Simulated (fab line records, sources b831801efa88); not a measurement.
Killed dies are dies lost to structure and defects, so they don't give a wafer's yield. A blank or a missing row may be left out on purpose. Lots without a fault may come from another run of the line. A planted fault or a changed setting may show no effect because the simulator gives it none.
A struck lot beside a sound one | flow sky130 | 16 steps out of a route of 708
Sound: wafers L293.2, L293.3, L293.5. Struck: wafer L282.3. (L282.2 of the same lot was not struck and is left out.) The cause comes at the end.
At each step with rows: each side's tool, then ch and its chambers, then its first start. Under that, the readings that differ: sound wafers | struck wafers | difference of the means | sigmas: that difference in standard deviations of wafers without a fault.
alike: readings whose means differ by less than 2 such deviations, and words and numbers that are the same on both sides. not compared: withheld readings, readings that some wafer has no value for, bounds like >300 that may hide the same value, and numbers for which the record gives no deviation and whose values overlap.
The two part at a step that has a row with sigmas, a row that says differs or no value, or rows on one side only. Numbers that don't overlap but have no deviation are shown without sigmas and don't part them. A reading that every wafer of one side lacks parts them only if that side has two wafers or more.

SKY_SD_N_OVL_MEAS_08:
  sound on overlay-01, day 35 06:03; struck on overlay-01, day 32 04:00
  alike: SD_N_OVL
then, 2 steps without rows for these wafers: SKY_SD_N_IMPLANT_09; SKY_SD_N_IMPLANT_10.
SKY_SD_N_STRIP_11: strips in O2/N2.
  sound on plasma_asher-01 ch 0,1, day 35 06:23; struck on plasma_asher-04 ch 1, day 32 04:20
  reading                      | sound             | struck | difference | sigmas
  strip_time_to_endpoint_s (s) | 22.50 22.51 22.48 | 22.60  | +0.10      | +3
  alike: drypump_motor_current_A, oes_product_au
  not compared: rf_hours_counter_h
SKY_SD_N_TW_MEAS_12:
  sound on film_metro-02, day 35 06:29; struck on film_metro-01, day 32 04:26
  reading | sound          | struck | difference | sigmas
  SD_N_TW | 4009 4016 4006 | 3907   | -103       | -2
then, 1 step without rows for these wafers: SKY_SD_N_CLEAN_13 (cleans in SC1/SC2, time 150 s).
SKY_SD_N_RTA_14: time 2 s.
  sound on rtp_anneal-01 ch 0, day 35 06:36; struck on rtp_anneal-01 ch 0, day 32 04:33
  alike: lamp_power_pct, ramp_up_c_per_s, wafer_temp_C_max
SKY_SD_N_RS_MEAS_16: measures by four-point-probe.
  sound on film_metro-04, day 35 06:47; struck on film_metro-04, day 32 04:44
  alike: SD_N_RS
SKY_SD_N_RS_MEAS_17: measures by four-point-probe.
  sound on film_metro-04, day 35 06:55; struck on film_metro-04, day 32 04:52
  alike: SD_P_RS
SKY_SD_N_RS_MEAS_18: measures by four-point-probe.
  sound on film_metro-04, day 35 07:02; struck on film_metro-04, day 32 04:59
  alike: RES_XHIGH_RS
then, 1 step without rows for these wafers: SKY_SALICIDE_CLEAN_00 (cleans in HF-last, time 30 s).
SKY_LI_CONTACT_HDPCVD_00: deposits PSG, target thk 930 nm, time 155 s.
  sound on hdpcvd-01 ch 0, day 35 07:08; struck on hdpcvd-02 ch 2, day 32 05:06
  reading                                       | sound           | struck | difference | sigmas
  model.PSG_of_LI_CONTACT_HDPCVD_00.thk_nm (nm) | 935.3 927.3 931 | 1608   | +677       |
  alike: susceptor_temp_C
SKY_LI_CONTACT_THK_MEAS_01:
  sound on film_metro-02, day 35 07:19; struck on film_metro-04, day 32 05:13
  reading                    | sound       | struck | difference | sigmas
  LI_CONTACT_HDPCVD_THK (nm) | 936 927 931 | 1609   | +678       | +68
SKY_LI_CONTACT_CMP_02: polishes PSG.
  sound on cmp-01 ch 1,2, day 35 07:25; struck on cmp-02 ch 3, day 32 06:01
  reading                | sound    | struck | difference | sigmas
  time_to_endpoint_s (s) | 33 35 36 | 102    | +67        | +17
  alike: motor_current_A
SKY_LI_CONTACT_BOW_MEAS_03:
  sound on film_metro-04, day 35 07:41; struck on film_metro-01, day 32 06:17
  alike: LI_CONTACT_BOW
-- the record jumps here: 17 days lie between the struck wafers' starts before and after (it left off in module LI_CONTACT and takes up again in module PAD_OPEN, whose first step shown is number 708 of the route) --
SKY_PAD_OPEN_PROBE_99:
  sound on prober-01, day 50 21:37; struck on prober-01, day 49 01:40
  alike: killed_at_M0_to_M3, killed_at_M4_up, killed_at_contacts, killed_at_front_end, killed_at_other, killed_dies, killed_open, killed_short

WHERE THEY PART
First at SKY_SD_N_STRIP_11; last, within this record, at SKY_LI_CONTACT_CMP_02. Later steps at which nothing parts them and some readings are alike: SKY_LI_CONTACT_BOW_MEAS_03, SKY_PAD_OPEN_PROBE_99.

WHY: what the simulator had put in
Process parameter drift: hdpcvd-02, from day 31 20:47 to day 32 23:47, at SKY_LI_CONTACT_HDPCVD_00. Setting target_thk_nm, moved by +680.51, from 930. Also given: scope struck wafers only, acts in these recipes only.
